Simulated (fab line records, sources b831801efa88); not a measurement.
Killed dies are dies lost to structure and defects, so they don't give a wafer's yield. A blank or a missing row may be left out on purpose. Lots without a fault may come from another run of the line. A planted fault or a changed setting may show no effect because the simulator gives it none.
fab line records | flow sky130
record lots=11 wafers=33 last_day=50
route steps=708 shown GATE_OXIDE@188 CONTACT@431 VIA1@470 CAPM@537
lots that met no fault: from a run of the same line without faults
start_h: hours from the record's first day to the start of the lot's first wafer shown | wait_h: hours since the lot's step before | " the same as in the row above | L1.1+2: a row that stands for several wafers | - no value, or no start given | * or withheld: withheld | < > ~ a bound
route shown NAME@n: a module of which the file shows steps, and the number in the route of the first | usual: mean/standard deviation of fault-free wafers | same: alike in all rows | chamber/n: place in a boat | sites: the reading at each site | _std_site: their standard deviation | _edge_site: outer sites' mean less inner sites' | radius_mm: how far each site lies from the wafer's centre | mask NAME#n: copy n | behind: the tool/chamber that last shaped the wafer | hold: why the lot was held/for how many hours/how that ended | device: the transistor (n, p or np) that didn't switch | end of line: the same wafers' tests at the end of the route | a step without rows: its recipe alone | killed: dies lost to structure and defects at the first sort, not the wafer's yield | map: a wafer's dies, x killed, . not, _ none there
set.NAME: the setting as run; set.NAME@STEP: as run at that earlier step | model.NAME: the simulator's own value behind a step, which no gauge read
steps of the route over a sample of lots; a table a step, a row a wafer
services: from which hour (start_h, from the record's first day; less than 0 if before it) a tool's chamber was out of use, for how many hours, and why
## steps
# step SKY_GATE_OXIDE_OXIDATION_01
# recipe temp_c=900 ambient=O2 stabilise_s=600 purge_s=300 target_thk_a=102.68 ox_time_s=1473
# usual ox_time_s=1473/0 zone_power_upper_pct=17.8/2.3
# columns lot.wafer tool chamber start_h wait_h ox_time_s zone_power_upper_pct
L196.1 furnace-02 0 278.11 1.4 1473 19.5
L196.2 " 0 " " 1473 19.6
L196.6 " 0 " " 1473 19.3
L197.2 furnace-02 0 289.16 0.0 1473 19.0
L197.3 " 0 " " 1473 19.1
L197.6 " 0 " " 1473 19.5
L198.2 furnace-01 0 298.07 1.4 1473 14.3
L198.3 " 0 " " 1473 14.1
L198.4 " 0 " " 1473 14.0
L203.1 furnace-01 0 339.77 1.1 1473 14.3
L203.3 " 0 " " 1473 14.2
L203.4 " 0 " " 1473 14.3
L207.1 furnace-02 0 383.59 0.8 662.85 19.1
L207.4 " 0 " " 662.85 18.9
L207.5 " 0 " " 662.85 19.3
L208.1 furnace-02 0 383.59 0.9 662.85 19.1
L208.3 " 0 " " 662.85 19.4
L208.6 " 0 " " 662.85 19.3
L213.1 furnace-01 0 419.87 0.2 1473 14.2
L213.2 " 0 " " 1473 14.4
L213.5 " 0 " " 1473 14.4
L214.1 furnace-01 0 436.47 1.3 1473 14.1
L214.4 " 0 " " 1473 14.2
L214.6 " 0 " " 1473 14.2
L217.1 furnace-02 0 465.85 0.0 1473 19.5
L217.2 " 0 " " 1473 19.1
L217.6 " 0 " " 1473 19.3
L218.1 furnace-02 0 483.65 0.0 1473 18.9
L218.3 " 0 " " 1473 19.0
L218.5 " 0 " " 1473 19.6
L219.3 furnace-01 0 484.18 0.0 1473 14.2
L219.4 " 0 " " 1473 14.3
L219.5 " 0 " " 1473 14.3
# step SKY_GATE_OXIDE_THK_MEAS_02
# recipe reads=SiO2_of_GATE_OXIDE_OXIDATION_01
# usual GATE_OXIDE_OXIDATION_00_THK=10.27/0.19
# columns lot.wafer tool chamber start_h wait_h GATE_OXIDE_OXIDATION_00_THK[nm]
L196.1 film_metro-03 - 279.52 0.0 10.05
L196.2 " - " " 9.98
L196.6 " - " " 10.15
L197.2 film_metro-04 - 290.58 0.0 10.25
L197.3 " - " " 10.14
L197.6 " - " " 10.33
L198.2 film_metro-04 - 299.49 0.0 10.13
L198.3 " - " " 10.39
L198.4 " - " " 10.15
L203.1 film_metro-03 - 341.18 0.0 10.20
L203.3 " - " " 10.21
L203.4 " - " " 10.25
L208.1 film_metro-04 - 385.00 0.0 5.56
L208.3 " - " " 5.52
L208.6 " - " " 5.40
L207.1 film_metro-02 - 385.03 0.0 5.89
L207.4 " - " " 5.89
L207.5 " - " " 5.75
L213.1 film_metro-03 - 421.28 0.0 10.44
L213.2 " - " " 10.27
L213.5 " - " " 10.42
L214.1 film_metro-03 - 437.88 0.0 10.48
L214.4 " - " " 10.54
L214.6 " - " " 10.39
L217.1 film_metro-04 - 467.26 0.0 10.18
L217.2 " - " " 10.34
L217.6 " - " " 10.33
L218.1 film_metro-03 - 485.06 0.0 10.37
L218.3 " - " " 10.33
L218.5 " - " " 10.32
L219.3 film_metro-03 - 485.62 0.0 10.06
L219.4 " - " " 10.09
L219.5 " - " " 10.29
# step SKY_CONTACT_RS_MEAS_25
# recipe thk_meas_gauge=four-point-probe reads=W_of_CONTACT_CVD_24+TiN_of_CONTACT_SPUTTER_23
# usual CONTACT_W_RS=0.342/0.0055
# columns lot.wafer tool chamber start_h wait_h CONTACT_W_RS[ohm/sq]
L196.1 film_metro-01 - 733.31 0.1 0.341
L196.2 " - " " 0.338
L196.6 " - " " 0.333
L197.2 film_metro-01 - 739.60 0.1 0.343
L197.3 " - " " 0.341
L197.6 " - " " 0.347
L198.2 film_metro-03 - 748.40 0.1 0.340
L198.3 " - " " 0.343
L198.4 " - " " 0.340
L203.1 film_metro-02 - 797.37 0.1 0.334
L203.3 " - " " 0.338
L203.4 " - " " 0.350
L208.1 film_metro-02 - 830.78 0.1 0.342
L208.3 " - " " 0.336
L208.6 " - " " 0.340
L207.1 film_metro-03 - 837.07 0.1 0.341
L207.4 " - " " 0.345
L207.5 " - " " 0.342
L213.1 film_metro-01 - 867.16 0.1 0.352
L213.2 " - " " 0.344
L213.5 " - " " 0.343
L214.1 film_metro-01 - 878.87 0.1 0.340
L214.4 " - " " 0.354
L214.6 " - " " 0.346
L217.1 film_metro-01 - 906.20 0.1 0.346
L217.2 " - " " 0.331
L217.6 " - " " 0.347
L219.3 film_metro-03 - 921.87 0.1 0.340
L219.4 " - " " 0.351
L219.5 " - " " 0.348
L218.1 film_metro-02 - 922.17 0.1 0.349
L218.3 " - " " 0.348
L218.5 " - " " 0.346
# step SKY_VIA1_CD_MEAS_12
# recipe target_cd_nm=150
# usual cd_nm=149.7/2
# columns lot.wafer tool chamber start_h wait_h cd_nm
L196.1 cd_sem-01 - 791.68 - 149.5
L196.2 " - " " 148.1
L196.6 " - " " 149.8
L197.2 cd_sem-01 - 796.45 - 150.4
L197.3 " - " " 151.7
L197.6 " - " " 151.3
L198.2 cd_sem-02 - 804.52 - 147.0
L198.3 " - " " 147.3
L198.4 " - " " 146.4
L203.1 cd_sem-01 - 852.57 - 149.5
L203.3 " - " " 151.3
L203.4 " - " " 151.0
L208.1 cd_sem-01 - 885.22 - 149.8
L208.3 " - " " 152.6
L208.6 " - " " 151.3
L207.1 cd_sem-01 - 892.13 - 151.7
L207.4 " - " " 154.4
L207.5 " - " " 152.5
L213.1 cd_sem-02 - 920.73 - 148.3
L213.2 " - " " 149.3
L213.5 " - " " 149.6
L214.1 cd_sem-01 - 931.57 - 148.5
L214.4 " - " " 146.3
L214.6 " - " " 147.5
L217.1 cd_sem-01 - 958.27 - 148.5
L217.2 " - " " 148.0
L217.6 " - " " 147.8
L219.3 cd_sem-01 - 973.21 - 147.1
L219.4 " - " " 146.9
L219.5 " - " " 147.0
L218.1 cd_sem-01 - 973.87 - 148.3
L218.3 " - " " 149.8
L218.5 " - " " 148.4
# step SKY_CAPM_CVD_00
# recipe material=SiO2 target_thk_nm=15.5 temp_c=400 time_s=withheld rf_w=450
# usual heater_power_w=679/110
# columns lot.wafer tool chamber start_h wait_h heater_power_w
L196.1 pecvd-01 2 849.25 0.0 757
L196.2 " 0 " " 776
L196.6 " 0 " " 797
L197.2 pecvd-04 1 854.04 0.0 801
L197.3 " 0 " " 749
L197.6 " 0 " " 763
L198.2 pecvd-03 2 862.59 0.0 658
L198.3 " 0 " " 707
L198.4 " 2 " " 647
L203.1 pecvd-03 2 909.32 0.0 577
L203.3 " 0 " " 690
L203.4 " 2 " " 590
L208.1 pecvd-01 2 941.65 0.0 757
L208.3 " 0 " " 816
L208.6 " 1 " " 530
L207.1 pecvd-03 0 946.66 0.0 723
L207.4 " 2 " " 650
L207.5 " 1 " " 648
L213.1 pecvd-01 1 974.70 0.0 466
L213.2 " 2 " " 714
L213.5 " 0 " " 751
L214.1 pecvd-03 2 984.74 0.0 678
L214.4 " 1 " " 704
L214.6 " 0 " " 723
L217.1 pecvd-01 2 1010.51 0.0 772
L217.2 " 0 " " 777
L217.6 " 2 " " 764
L219.3 pecvd-01 0 1024.57 0.0 783
L219.4 " 0 " " 768
L219.5 " 1 " " 458
L218.1 pecvd-01 1 1025.53 0.0 448
L218.3 " 2 " " 665
L218.5 " 2 " " 642
## services
# columns tool chamber start_h hours kind
pecvd-01 0 254.34 21.7 repair
furnace-01 - 300.65 2.7 pm
furnace-02 - 380.46 3.1 pm
pecvd-01 - 398.83 2.8 pm
pecvd-01 - 407.80 5.5 pm
furnace-01 - 432.66 3.8 pm
furnace-02 - 438.22 4.0 pm
furnace-01 - 468.90 3.9 pm
pecvd-01 - 486.87 0.5 repair
furnace-02 - 496.09 14.8 pm
furnace-01 - 539.21 17.7 pm
pecvd-01 - 542.24 2.4 repair
furnace-01 - 561.76 3.8 pm
furnace-02 - 607.00 3.0 pm
furnace-01 - 636.87 3.3 pm
furnace-01 - 660.21 3.7 repair
furnace-02 - 663.89 4.5 pm
furnace-01 - 695.76 18.4 pm
pecvd-01 - 739.91 6.0 pm
furnace-02 - 775.63 3.4 pm
pecvd-01 1 858.50 2.6 repair
furnace-02 - 863.36 5.7 pm
furnace-02 - 942.30 4.7 pm
furnace-02 - 946.98 5.6 pm
## key
first_sign step=SKY_GATE_OXIDE_OXIDATION_01 reading=ox_time_s direction=down sigmas=99+ usual=* struck=*
effect step=SKY_GATE_OXIDE_THK_MEAS_02 reading=GATE_OXIDE_OXIDATION_00_THK direction=down sigmas=24 usual=10.27 struck=5.67
met_at SKY_GATE_OXIDE_OXIDATION_01
struck_lots L207,L208
tester_left_out L207,L208
not_acting_at SKY_CONTACT_RS_MEAS_25,SKY_VIA1_CD_MEAS_12,SKY_CAPM_CVD_00
onset_between 289.16 383.59
fault kind=process_parameter_drift tool=furnace-02 chamber=- onset_h=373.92 steps=SKY_GATE_OXIDE_OXIDATION_01 channel=ox_time_s offset=* shape=step end_h=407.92 acts_in=* stated=*
# tester_left_out: of these lots the tester's yield and bins aren't shown, on N5 and GAA mostly nor the transistor test; their killed dies are dies lost to structure and defects alone, not to doping, threshold or leakage, so they don't give the yield
